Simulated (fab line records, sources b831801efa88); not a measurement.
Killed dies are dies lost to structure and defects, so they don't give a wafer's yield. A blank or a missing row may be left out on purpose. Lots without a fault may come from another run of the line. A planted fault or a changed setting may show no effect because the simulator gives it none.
Problem report in the 8D (eight disciplines) form, filled by code | flow gf180mcu | the parts of the form that need people (team, actions taken, sign-off) are left out

1. THE PROBLEM
NSD_RS at GF_PSD_RS_MEAS_14 reads a mean of 44.95 ohm/sq on 6 wafers of 2 lots; wafers without a fault read 46.20 ohm/sq with a standard deviation of 0.086. That is -15 standard deviations from the usual mean.
The step: measures by four-point-probe.
First seen on wafer L788.3, day 20 07:22, on film_metro-01. The record holds 36 wafers of 12 lots with a number at this step. Rule for "out", or "out of limits": more than 4 standard deviations from the usual mean. The other wafers with a number count as sound.

2. WHAT IT IS AND WHAT IT IS NOT
question                    | is                           | is not
which readings at this step | NSD_RS                       | -
which lots                  | L788, L789                   | L772, L773, L774, L775, L778, L779, L781, L790, L791, L793
which wafers of those lots  | all that have a number       | -
read on which gauges        | film_metro-01, film_metro-02 | film_metro-03
when                        | from day 20 07:22            | up to then (21 sound wafers); but 9 sound wafers of L790, L791, L793 came after

3. SUSPECTS, AND WHAT RULES EACH OUT
Counting: a tool at a process step up to the reading stays a suspect if it ran every lot that is out and no sound lot after the first of them.
- the gauge at GF_PSD_RS_MEAS_14: ruled out. The wafers that are out were read on 2 gauges (film_metro-01, film_metro-02).
- implanter-03 at GF_NSD_IMPLANT_09: kept. It ran every lot that is out, first L788 (day 19 06:31), and no sound lot after that; its last sound lot up to then is L781 (day 16 20:16). Its own readings are out on those wafers: dose_ions_cm2.
Left after counting: implanter-03 at GF_NSD_IMPLANT_09.

4. THE CAUSE (what the simulator had put in)
Process parameter drift: implanter-03, from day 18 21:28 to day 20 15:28, at GF_NSD_IMPLANT_09. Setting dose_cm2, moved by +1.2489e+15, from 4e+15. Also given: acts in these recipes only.
Counting left only this tool.

5. THE CHAIN OF EFFECTS, in route order
Each row: a reading whose mean over the struck wafers that have a number lies more than 3 standard deviations from the usual. Only readings for which the record gives a usual standard deviation are gone through. hours: the time from each lot's start at the first step in this table that gives one to its start at this step, as a median over the lots. sigmas: the change in usual standard deviations.
hours | step              | reading                  | usual        | on struck wafers | change | sigmas
0     | GF_NSD_IMPLANT_09 | dose_ions_cm2            | 4e+15        | 5e+15            | +1e+15 | +99 or more
0     | GF_NSD_STRIP_11   | strip_time_to_endpoint_s | 22.94 s      | 23.73            | +0.79  | +21
25    | GF_PSD_RS_MEAS_14 | NSD_RS                   | 46.20 ohm/sq | 44.95            | -1.25  | -15
The process steps in it:
- GF_NSD_IMPLANT_09
- GF_NSD_STRIP_11: strips in O2/N2.

6. WHAT WOULD HAVE CAUGHT IT SOONER
In this record the first reading out of limits at a measuring or inspecting step was taken at day 20 07:22, 34 hours after the fault began at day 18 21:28.
The tool's own readings at GF_NSD_IMPLANT_09 were out on every struck wafer that the step has a row for (dose_ions_cm2): an alarm limit on them would have fired on the first of those.
All the lots that are out (2) had begun GF_NSD_IMPLANT_09 on implanter-03 by day 20 07:22. A hold on the tool at that time would have spared none of them.
